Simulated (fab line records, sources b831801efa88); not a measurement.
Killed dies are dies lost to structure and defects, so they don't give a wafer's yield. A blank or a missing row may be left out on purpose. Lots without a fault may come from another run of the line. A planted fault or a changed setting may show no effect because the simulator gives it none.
Split-lot experiment | flow gf180mcu | 5 lots, 23 wafers read, on a route of 602 steps

THE SPLIT
At GF_HV_LDD_COAT_02 (resist thk 1000 nm), the setting resist_thk_nm was moved away from the recipe's 1000 nm on 6 of the 23 wafers read, by -5.0% to -3.4%. The other wafers ran this setting at the recipe's value.

The reading is taken at the split's own step.

THE READING
NOVOLAK_of_HV_LDD_COAT_02.thk_nm (the simulator's own value, which no gauge read), in nm, at GF_HV_LDD_COAT_02 (resist thk 1000 nm). The file gives no usual value for it. The 17 wafers here that ran the recipe average 999.4 nm, standard deviation 3.1 nm.

wafer  | tool, chamber at the split | resist_thk_nm as run, nm | against the recipe | NOVOLAK_of_HV_LDD_COAT_02.thk_nm, nm | against lot-mates on the recipe
L076.2 | litho_track-03, 0          | 1000                     | recipe             | 1002                                 | -
L076.3 | litho_track-03, 0          | 1000                     | recipe             | 1003                                 | -
L076.4 | litho_track-03, 0          | 1000                     | recipe             | 1003                                 | -
L077.1 | litho_track-01, 0          | 1000                     | recipe             | 998.2                                | -
L077.2 | litho_track-01, 0          | 1000                     | recipe             | 1004                                 | -
L077.3 | litho_track-01, 0          | 1000                     | recipe             | 1004                                 | -
L077.4 | litho_track-01, 0          | 1000                     | recipe             | 1002                                 | -
L077.5 | litho_track-01, 0          | 1000                     | recipe             | 1001                                 | -
L080.1 | litho_track-01, 0          | 1000                     | recipe             | 996.2                                | -
L080.2 | litho_track-01, 0          | 949.9                    | -5.0%              | 944.7                                | -50.8
L080.3 | litho_track-01, 0          | 949.9                    | -5.0%              | 945.5                                | -50.0
L080.4 | litho_track-01, 0          | 1000                     | recipe             | 994.7                                | -
L080.6 | litho_track-01, 0          | 949.9                    | -5.0%              | 946.7                                | -48.8
L082.1 | litho_track-04, 0          | 966.4                    | -3.4%              | 966                                  | -30.5
L082.2 | litho_track-04, 0          | 966.4                    | -3.4%              | 962.5                                | -34.0
L082.3 | litho_track-04, 0          | 1000                     | recipe             | 996.7                                | -
L082.4 | litho_track-04, 0          | 966.4                    | -3.4%              | 964.8                                | -31.8
L082.6 | litho_track-04, 0          | 1000                     | recipe             | 996.4                                | -
L083.2 | litho_track-04, 0          | 1000                     | recipe             | 994.7                                | -
L083.3 | litho_track-04, 0          | 1000                     | recipe             | 996.9                                | -
L083.4 | litho_track-04, 0          | 1000                     | recipe             | 998.3                                | -
L083.5 | litho_track-04, 0          | 1000                     | recipe             | 999                                  | -
L083.6 | litho_track-04, 0          | 1000                     | recipe             | 999.2                                | -

THE FIT
A straight line over all 23 wafers: NOVOLAK_of_HV_LDD_COAT_02.thk_nm changes by +10.6 nm for each +1% of resist_thk_nm; r = +0.99; the points scatter about the line by 2.9 nm.
The same after taking each lot's own level away (the mean of its wafers on the recipe; 23 wafers): +9.84 nm for each +1%; r = +1.00; scatter 1.6 nm.
On that fit, the largest move of resist_thk_nm shifts the reading by 49 nm.
The lots' own levels span 995.45 to 1002.67 nm, that is 2.3 times the standard deviation above.
So the lot-to-lot level changes the slope little: the two slopes agree.
Check: with one of the wafers moved furthest among these (-5.0%) left out of the fit, the line predicts -48.8 nm for it against its lot-mates. It came out at -50.8 nm against them.

OTHER SPLITS ON THESE WAFERS
These wafers also went through other splits before the reading. Each is held against what the fit with the lots' levels taken away leaves over:
other split on the same wafers      | wafers away from the commonest value | r with NOVOLAK_of_HV_LDD_COAT_02.thk_nm (lot level and that fit taken away)
GF_VT_IMPLANT_IMPLANT_19 energy_kev | 7                                    | -0.06
GF_VT_IMPLANT_COAT_24 spin_rpm      | 7                                    | -0.12
GF_VT_IMPLANT_DEVELOP_28 dev_temp_c | 5                                    | +0.18
GF_DUAL_GATE_OXIDATION_02 ox_time_s | 18                                   | +0.12
GF_POLY_GATE_ETCH_13 icp_w          | 10                                   | +0.31

THE WHOLE CHAIN: every reading that the file lists as answering this split, in the file's order
step               | what it does       | reading                                                                           | change (the file's fit)              | r (the file's)
GF_HV_LDD_COAT_02  | resist thk 1000 nm | NOVOLAK_of_HV_LDD_COAT_02.thk_nm (the simulator's own value, which no gauge read) | +9.83 nm for each +1% of the setting | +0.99
GF_HV_LDD_STRIP_10 | strips in O2/N2    | strip_time_to_endpoint_s                                                          | withheld for each +1% of the setting | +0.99

THE FILE'S OWN FIT
NOVOLAK_of_HV_LDD_COAT_02.thk_nm changes by +9.83 nm for each +1% of resist_thk_nm, r = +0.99.
